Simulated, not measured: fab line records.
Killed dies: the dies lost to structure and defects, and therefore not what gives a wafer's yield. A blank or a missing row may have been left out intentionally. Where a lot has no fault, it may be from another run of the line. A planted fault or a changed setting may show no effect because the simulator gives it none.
fab line records    flow gf180mcu
record lots=12  wafers=36  last-day=34
route steps=602 shown POLY_GATE@173 V1@356 M2@378
lots untouched by any fault: they come from a run of this same line in which no faults occurred
start-h: start of the lot's first displayed wafer, in hours after the record's first day    wait-h: time in hours since the lot's previous step    " same as the row above    L1.1+2: one row covering several wafers at once    - value missing, or start not given    * or withheld: withheld    < > ~ a bound
route shown NAME@n: NAME is a module with steps in the file, n the number in the route of the first one    usual: average and standard deviation across the fault-free wafers    same: alike in all rows    chamber/n: place in a boat    sites: per-site readings    _std_site: standard deviation across them    _edge_site: outer sites' mean less inner sites'    radius-mm: how far each site lies from the wafer's centre    mask NAME#n: copy n    behind: tool/chamber where the wafer was last shaped    hold: why the lot was held/for how many hours/how that ended    device: the transistor (n, p or np) that didn't switch    end of line: tests run on the same wafers once the route is complete    a step without rows: its recipe alone    killed: at the first sort, the dies lost to defects and structure; wafer yield is something else    map: the dies of a wafer, with x for killed, . for not killed, _ for no die there
set.NAME: the run value of the setting; set.NAME@STEP: its run value at that earlier step    model.NAME: the simulator's own value behind a step, which no gauge read
a sample of lots followed through the steps of the route, with each step as a table and each wafer as a row
services: the hour from which a tool's chamber was out of use, counted from the record's first day as start-h (under 0 if before that day), plus the number of hours and why
## steps
# step GF_POLY_GATE_OXIDATION_16
# recipe temp-c=850  ambient=O2  stabilise-s=600  purge-s=300  target-thk-a=40  ox-time-s=899
# usual spike-tc-bottom-C=868.5/1.3  spike-tc-centre-C=851.5/1  spike-tc-lower-C=850.0/1.6  spike-tc-top-C=867.3/1.4  spike-tc-upper-C=850.0/0.93  zone-power-bottom-pct=26.2/3  zone-power-centre-pct=17.79/0.26
lot.wafer  tool        chamber  start-h  wait-h  spike-tc-bottom-C  spike-tc-centre-C  spike-tc-lower-C  spike-tc-top-C  spike-tc-upper-C  zone-power-bottom-pct  zone-power-centre-pct
L994.1     furnace-02  0        195.36   0.4     868.3              852.1              852.7             866.9           850.9             29.2                   18.18
L994.2     "           0        "        "       870.1              852.9              852.6             865.8           851.1             29.7                   17.97
L994.6     "           0        "        "       871.4              852.3              851.4             866.1           851.2             29.3                   17.98
L996.2     furnace-02  0        215.34   3.2     871.1              852.0              849.4             864.9           849.7             29.5                   17.94
L996.4     "           0        "        "       870.9              852.0              850.9             866.2           849.7             29.5                   18.16
L996.6     "           0        "        "       868.6              853.3              851.6             867.4           851.9             29.2                   18.06
L997.1     furnace-01  0        219.50   0.0     868.6              851.7              849.2             866.7           850.2             23.3                   17.87
L997.4     "           0        "        "       868.0              851.7              849.8             870.7           849.1             23.1                   17.70
L997.5     "           0        "        "       867.5              850.6              849.5             867.3           850.2             23.3                   17.59
L998.1     furnace-02  0        225.89   0.4     869.0              852.4              852.1             866.6           848.5             29.3                   17.72
L998.3     "           0        "        "       871.1              851.6              851.5             866.1           849.8             29.5                   17.57
L998.4     "           0        "        "       868.3              853.0              851.3             866.8           850.3             28.7                   17.97
L104.3     furnace-02  0        269.45   0.0     869.3              851.8              850.8             866.2           849.4             28.9                   17.83
L104.5     "           0        "        "       868.9              852.2              852.0             866.7           850.8             29.3                   18.01
L104.6     "           0        "        "       868.4              851.2              851.4             865.5           849.8             29.5                   17.76
L106.1     furnace-02  0        283.55   0.0     845.4              830.3              829.7             845.1           827.2             27.2                   16.73
L106.2     "           0        "        "       846.9              827.9              827.4             843.3           826.8             26.9                   16.95
L106.4     "           0        "        "       847.3              828.3              827.2             845.6           827.0             27.4                   16.86
L107.4     furnace-02  0        289.56   0.0     846.7              828.5              828.1             843.7           828.4             28.0                   16.95
L107.5     "           0        "        "       850.0              829.4              828.1             843.6           829.3             27.9                   17.01
L107.6     "           0        "        "       846.4              830.4              828.2             844.2           828.0             27.4                   17.03
L108.2     furnace-02  0        295.52   0.1     847.3              829.7              829.3             846.8           827.6             27.3                   16.86
L108.4     "           0        "        "       847.1              829.2              829.1             842.9           828.4             27.7                   16.72
L108.5     "           0        "        "       848.6              830.2              828.6             844.0           828.7             27.7                   16.84
L112.1     furnace-01  0        327.50   0.0     868.5              849.3              846.9             869.4           850.2             23.4                   17.58
L112.4     "           0        "        "       866.2              850.1              849.2             868.5           849.1             23.5                   17.65
L112.6     "           0        "        "       868.9              852.4              847.9             868.1           849.7             23.2                   17.85
L114.1     furnace-01  0        342.33   0.9     867.5              851.1              848.2             869.1           851.4             23.3                   17.43
L114.5     "           0        "        "       867.2              851.7              848.5             867.6           850.1             23.6                   17.71
L114.6     "           0        "        "       867.9              851.1              850.5             869.6           850.3             23.5                   17.48
L115.1     furnace-01  0        349.09   0.6     866.1              851.1              849.1             867.0           850.5             23.2                   17.72
L115.3     "           0        "        "       867.7              852.8              847.6             868.9           849.3             23.2                   17.72
L115.6     "           0        "        "       867.8              851.9              848.8             870.5           850.3             23.2                   17.91
L117.1     furnace-01  0        359.06   0.0     867.2              851.6              850.3             867.9           850.3             23.4                   17.59
L117.3     "           0        "        "       868.4              850.9              847.4             867.7           849.6             23.3                   17.68
L117.4     "           0        "        "       868.5              850.5              848.2             867.7           851.8             23.2                   17.76
# step GF_POLY_GATE_THK_MEAS_17
# recipe reads=SiO2_of_POLY_GATE_OXIDATION_16
# usual POLY_GATE_OXIDATION_THK=4.02/0.078
lot.wafer  tool           chamber  start-h  wait-h  POLY_GATE_OXIDATION_THK[nm]
L994.1     film-metro-01  -        196.61   0.0     4.09
L994.2     "              -        "        "       4.02
L994.6     "              -        "        "       4.01
L996.2     film-metro-02  -        216.60   0.0     4.04
L996.4     "              -        "        "       4.00
L996.6     "              -        "        "       3.93
L997.1     film-metro-04  -        220.75   0.0     3.93
L997.4     "              -        "        "       3.88
L997.5     "              -        "        "       3.88
L998.1     film-metro-01  -        227.14   0.0     4.09
L998.3     "              -        "        "       4.02
L998.4     "              -        "        "       3.90
L104.3     film-metro-02  -        270.72   0.0     4.07
L104.5     "              -        "        "       4.09
L104.6     "              -        "        "       3.93
L106.1     film-metro-02  -        284.80   0.0     3.06
L106.2     "              -        "        "       3.09
L106.4     "              -        "        "       3.03
L107.4     film-metro-04  -        290.84   0.0     3.02
L107.5     "              -        "        "       2.92
L107.6     "              -        "        "       2.96
L108.2     film-metro-04  -        296.78   0.0     3.04
L108.4     "              -        "        "       3.04
L108.5     "              -        "        "       3.05
L112.1     film-metro-02  -        328.75   0.0     4.01
L112.4     "              -        "        "       4.03
L112.6     "              -        "        "       4.04
L114.1     film-metro-01  -        343.58   0.0     4.16
L114.5     "              -        "        "       4.12
L114.6     "              -        "        "       4.05
L115.1     film-metro-02  -        350.34   0.0     4.19
L115.3     "              -        "        "       4.11
L115.6     "              -        "        "       4.20
L117.1     film-metro-04  -        360.31   0.0     4.10
L117.3     "              -        "        "       4.02
L117.4     "              -        "        "       4.11
# step GF_V1_SPUTTER_21
# recipe material=Ti  target-thk-nm=15  chamber-pressure-pa=5  power-w=2500  substrate-temp-c=200  time-s=80.02
# usual throttle-valve-pct=29.9/1.1
lot.wafer  tool            chamber  start-h  wait-h  throttle-valve-pct
L994.1     pvd-sputter-03  -        408.59   0.0     30.4
L994.2     "               -        "        "       30.7
L994.6     "               -        "        "       30.4
L996.2     pvd-sputter-04  -        432.68   0.0     30.2
L996.4     "               -        "        "       32.7
L996.6     "               -        "        "       27.5
L997.1     pvd-sputter-04  -        440.54   0.0     27.9
L997.4     "               -        "        "       30.2
L997.5     "               -        "        "       30.4
L998.1     pvd-sputter-01  -        446.23   0.0     30.4
L998.3     "               -        "        "       31.5
L998.4     "               -        "        "       29.1
L104.3     pvd-sputter-03  -        504.60   0.0     28.9
L104.5     "               -        "        "       29.3
L104.6     "               -        "        "       29.2
L106.1     pvd-sputter-01  -        520.95   0.0     29.8
L106.2     "               -        "        "       31.8
L106.4     "               -        "        "       30.1
L107.4     pvd-sputter-01  -        527.73   0.0     29.9
L107.5     "               -        "        "       30.0
L107.6     "               -        "        "       30.2
L108.2     pvd-sputter-03  -        533.96   0.0     30.4
L108.4     "               -        "        "       30.8
L108.5     "               -        "        "       29.1
L112.1     pvd-sputter-01  -        569.15   0.0     29.4
L112.4     "               -        "        "       29.9
L112.6     "               -        "        "       29.7
L114.1     pvd-sputter-03  -        585.27   0.0     28.8
L114.5     "               -        "        "       30.5
L114.6     "               -        "        "       28.9
L115.1     pvd-sputter-03  -        592.76   0.0     30.5
L115.3     "               -        "        "       28.7
L115.6     "               -        "        "       29.0
L117.1     pvd-sputter-03  -        603.48   0.0     29.0
L117.3     "               -        "        "       31.0
L117.4     "               -        "        "       28.7
# step GF_V1_THK_MEAS_25
# recipe thk-meas-gauge=xrf  reads=W_of_V1_CVD_23
# usual V1_W_THK=353/4.2
lot.wafer  tool           chamber  start-h  wait-h  V1_W_THK[nm]
L994.1     film-metro-02  -        408.93   0.1     350
L994.2     "              -        "        "       348
L994.6     "              -        "        "       349
L996.2     film-metro-04  -        433.02   0.1     367
L996.4     "              -        "        "       358
L996.6     "              -        "        "       364
L997.1     film-metro-02  -        440.87   0.1     350
L997.4     "              -        "        "       352
L997.5     "              -        "        "       354
L998.1     film-metro-03  -        446.57   0.1     356
L998.3     "              -        "        "       358
L998.4     "              -        "        "       355
L104.3     film-metro-03  -        504.96   0.1     353
L104.5     "              -        "        "       349
L104.6     "              -        "        "       352
L106.1     film-metro-04  -        521.30   0.1     353
L106.2     "              -        "        "       351
L106.4     "              -        "        "       352
L107.4     film-metro-02  -        528.09   0.1     350
L107.5     "              -        "        "       353
L107.6     "              -        "        "       350
L108.2     film-metro-03  -        534.31   0.1     357
L108.4     "              -        "        "       357
L108.5     "              -        "        "       361
L112.1     film-metro-02  -        569.48   0.1     352
L112.4     "              -        "        "       351
L112.6     "              -        "        "       350
L114.1     film-metro-04  -        585.60   0.1     353
L114.5     "              -        "        "       353
L114.6     "              -        "        "       354
L115.1     film-metro-02  -        593.09   0.1     356
L115.3     "              -        "        "       355
L115.6     "              -        "        "       360
L117.1     film-metro-02  -        603.82   0.1     348
L117.3     "              -        "        "       351
L117.4     "              -        "        "       351
# step GF_M2_METAL_ETCH_16
# recipe chemistry=Cl2/BCl3  mask-material=KrF  target-depth-nm=750.8  stop-on=SiO2  pressure-mtorr=8  icp-w=800  bias-w=140  Cl2_flow_sccm=80  bcl3-flow-sccm=40  time-s=125.1
# usual drypump-motor-current-A=5.6/0.33  oes-product-au=0.988/0.0057  throttle-valve-pct=28.232/0.0093
lot.wafer  tool          chamber  start-h  wait-h  drypump-motor-current-A  oes-product-au  rf-hours-counter-h  throttle-valve-pct
L994.1     rie-metal-02  0        433.54   0.0     5.3                      0.990           5                   28.218
L994.2     "             1        "        "       6.0                      0.997           9                   28.217
L994.6     "             0        "        "       5.3                      0.980           -                   28.239
L996.2     rie-metal-04  1        458.13   0.1     5.6                      0.985           -                   28.230
L996.4     "             1        "        "       5.6                      0.987           -                   28.230
L996.6     "             1        "        "       5.6                      0.983           -                   28.239
L997.1     rie-metal-02  1        465.79   0.0     5.9                      0.990           10                  28.240
L997.4     "             1        "        "       5.9                      0.984           -                   28.235
L997.5     "             0        "        "       5.3                      0.977           -                   28.239
L998.1     rie-metal-04  1        471.19   0.0     5.6                      0.979           9                   28.240
L998.3     "             0        "        "       6.1                      0.998           -                   28.241
L998.4     "             1        "        "       5.6                      0.979           -                   28.232
L104.3     rie-metal-03  1        528.68   0.1     5.1                      0.988           -                   28.246
L104.5     "             0        "        "       5.7                      0.986           -                   28.235
L104.6     "             1        "        "       5.1                      0.997           -                   28.221
L106.1     rie-metal-04  0        544.84   0.0     6.1                      0.982           2                   28.227
L106.2     "             1        "        "       5.6                      0.976           11                  28.235
L106.4     "             0        "        "       6.1                      0.985           -                   28.229
L107.4     rie-metal-03  0        551.54   0.1     5.8                      0.987           -                   28.247
L107.5     "             1        "        "       5.1                      0.995           -                   28.220
L107.6     "             0        "        "       5.8                      0.998           -                   28.229
L108.2     rie-metal-04  1        557.75   0.0     5.6                      0.975           11                  28.254
L108.4     "             1        "        "       5.6                      0.985           -                   28.229
L108.5     "             1        "        "       5.6                      0.989           -                   28.235
L112.1     rie-metal-04  0        591.64   0.0     6.1                      0.998           3                   28.217
L112.4     "             1        "        "       5.6                      0.992           -                   28.232
L112.6     "             1        "        "       5.6                      0.990           -                   28.232
L114.1     rie-metal-02  1        607.35   0.0     5.9                      0.991           14                  28.218
L114.5     "             1        "        "       5.9                      0.999           -                   28.228
L114.6     "             0        "        "       5.3                      0.996           -                   28.234
L115.1     rie-metal-03  1        614.55   0.0     5.1                      0.993           5                   28.210
L115.3     "             1        "        "       5.1                      0.992           -                   28.236
L115.6     "             1        "        "       5.1                      0.989           -                   28.235
L117.1     rie-metal-02  1        625.24   0.0     5.8                      0.987           15                  28.222
L117.3     "             1        "        "       5.8                      0.995           -                   28.242
L117.4     "             0        "        "       5.3                      0.985           -                   28.234
## services
tool            chamber  start-h  hours  kind
rie-metal-02    -        185.50   21.0   repair
furnace-02      -        211.51   3.8    pm
furnace-01      -        220.75   3.9    pm
rie-metal-04    -        236.90   2.8    pm
furnace-02      -        241.31   2.6    pm
rie-metal-04    -        242.65   1.4    pm
rie-metal-02    -        251.45   14.6   pm
pvd-sputter-01  -        257.74   1.9    repair
furnace-02      -        261.35   3.0    pm
rie-metal-04    -        281.73   0.7    repair
furnace-01      -        284.16   3.4    pm
rie-metal-04    1        314.60   7.5    repair
furnace-02      -        378.34   2.8    pm
furnace-01      -        388.90   2.8    pm
pvd-sputter-01  -        400.45   1.4    repair
pvd-sputter-01  -        412.27   0.6    repair
rie-metal-02    -        419.34   0.7    repair
rie-metal-04    -        450.35   0.3    repair
pvd-sputter-03  -        509.71   2.5    repair
furnace-02      -        522.71   4.3    pm
furnace-02      -        546.34   3.7    pm
furnace-01      -        556.20   4.0    pm
furnace-01      -        564.77   2.4    pm
pvd-sputter-03  -        587.65   2.4    repair
## key
first-sign step=GF_POLY_GATE_OXIDATION_16  reading=spike-tc-upper-C  direction=down  sigmas=24  usual=850.0  struck=827.9
effect step=GF_POLY_GATE_OXIDATION_16  reading=spike-tc-centre-C  direction=down  sigmas=22  usual=851.5  struck=829.3
effect step=GF_POLY_GATE_THK_MEAS_17  reading=POLY_GATE_OXIDATION_THK  direction=down  sigmas=13  usual=4.02  struck=3.02
met-at GF_POLY_GATE_OXIDATION_16
struck-lots L106,L107,L108
tester-left-out L106,L107,L108
not-acting-at GF_V1_SPUTTER_21,GF_V1_THK_MEAS_25,GF_M2_METAL_ETCH_16
onset-between 269.45 283.55
fault kind=process-parameter-drift  tool=furnace-02  chamber=-  onset-h=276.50  steps=GF_POLY_GATE_OXIDATION_16  channel=temp-c  offset=*  shape=step  end-h=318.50  acts-in=*  stated=*
# tester-left-out: of these lots the tester's yield and bins aren't shown, on N5 and GAA mostly nor the transistor test; their killed dies are dies lost to structure and defects alone, not to doping, threshold or leakage, so they don't give the yield
